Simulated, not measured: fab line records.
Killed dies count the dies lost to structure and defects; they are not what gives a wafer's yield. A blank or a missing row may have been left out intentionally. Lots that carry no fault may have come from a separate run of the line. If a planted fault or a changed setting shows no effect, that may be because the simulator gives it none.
Comparing a struck lot with a sound one	flow sky130	15 steps out of a route of 708
Sound: wafers L760.2, L760.4, L760.5. Wafers L770.2, L770.5 were the ones struck. The cause is named last.
Each step with rows lists, per side, the tool, then ch with its chambers, then its first start. Under that, the readings that differ: sound wafers	struck wafers	difference of the means	sigmas: that difference in standard deviations of wafers without a fault.
alike: words and numbers the same on both sides, and readings whose means are apart by under 2 such deviations; not compared: readings that were withheld, readings missing a value for some wafer, numbers with overlapping values and no deviation given by the record, and bounds like >300 which may hide the same value.
Wherever a step has rows on one side only, a row that says differs or no value, or a row with sigmas, the two part there. Non-overlapping numbers with no deviation appear without sigmas and do not part them. A reading missing from all wafers of one side parts the sides only when that side holds two or more wafers.

SKY_VIA2_CMP_02: polishes SiO2.
  sound on cmp-01 ch 1,3, day 35 13:38; struck on cmp-02 ch 0,3, day 38 16:19
  alike: motor current A
SKY_VIA2_BOW_MEAS_03:
  struck on film metro-02, day 38 16:32; sound on film metro-04, day 35 13:54
  alike: VIA2_BOW
then, 8 steps without rows for these wafers: SKY_VIA2_DEHYDRATE_04 (time 60 s); SKY_VIA2_HMDS_05 (prime time 60 s); SKY_VIA2_COAT_06 (resist thk 60 nm); SKY_VIA2_COAT_07 (resist thk 450 nm); SKY_VIA2_SOFTBAKE_08 (time 90 s); SKY_VIA2_EXPOSE_09 (exposes mask VIM2, target cd 200 nm); SKY_VIA2_PEB_10; SKY_VIA2_DEVELOP_11 (develop time 60 s).
SKY_VIA2_CD_MEAS_12: target cd 200 nm.
  struck on cd sem-01, day 39 17:40; sound on cd sem-02, day 36 15:17
  alike: cd nm
SKY_VIA2_OVL_MEAS_13:
  struck on overlay-01, day 39 17:46; sound on overlay-02, day 36 15:24
  alike: VIA2_OVL
SKY_VIA2_ETCH_14: etches BARC in N2/H2, stops on SiO2, time 45.9 s, target depth 60 nm.
  sound on rie diel-01 ch 1,2,3, day 36 15:26; struck on rie diel-03 ch 1,2, day 39 17:47
reading	sound	struck	difference	sigmas
bias w (W)	100.26 99.69 99.99	- -	no value on the struck wafers	
oes product au (a.u.)	0.860 0.845 0.852	0.887 0.867	+0.025	+5
run length s (s)	73.7 74.0 74.5	72.6 72.6	-1.5	-4
  alike: drypump motor current A, h2 flow sccm, throttle valve pct
  not compared: rf hours counter h
SKY_VIA2_ETCH_15: etches SiO2 in C4F8/O2/Ar, stops on TiN, target depth 546 nm, time 84 s.
  sound on rie diel-01 ch 1,2,3, day 36 15:28; struck on rie diel-03 ch 1,2, day 39 17:50
  alike: bias w, oes product au, run length s
  not compared: rf hours counter h
-- the record jumps here: 9 days lie between the struck wafers' starts before and after (it left off in module VIA2 and takes up again in module PAD_OPEN, whose first step shown is number 708 of the route) --
SKY_PAD_OPEN_PROBE_99:
  struck on prober-02, day 48 07:41; sound on prober-02, day 45 20:58
  alike: defect limited yield, killed_at_M0_to_M3, killed_at_M4_up, killed at contacts, killed at front end, killed at other, killed dies, killed open, killed short, sort_bin_3_pad_short, sort_bin_5_function, sort_bin_6_memory, sort n pass, sort yield pct

== WHERE THEY PART ==
Only at SKY_VIA2_ETCH_14, as far as this record shows. Later steps at which nothing parts them and some readings are alike: SKY_VIA2_ETCH_15, SKY_PAD_OPEN_PROBE_99.

WHY: what the simulator had put in
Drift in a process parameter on rie diel-03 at SKY_VIA2_ETCH_14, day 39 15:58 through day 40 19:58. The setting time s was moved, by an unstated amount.
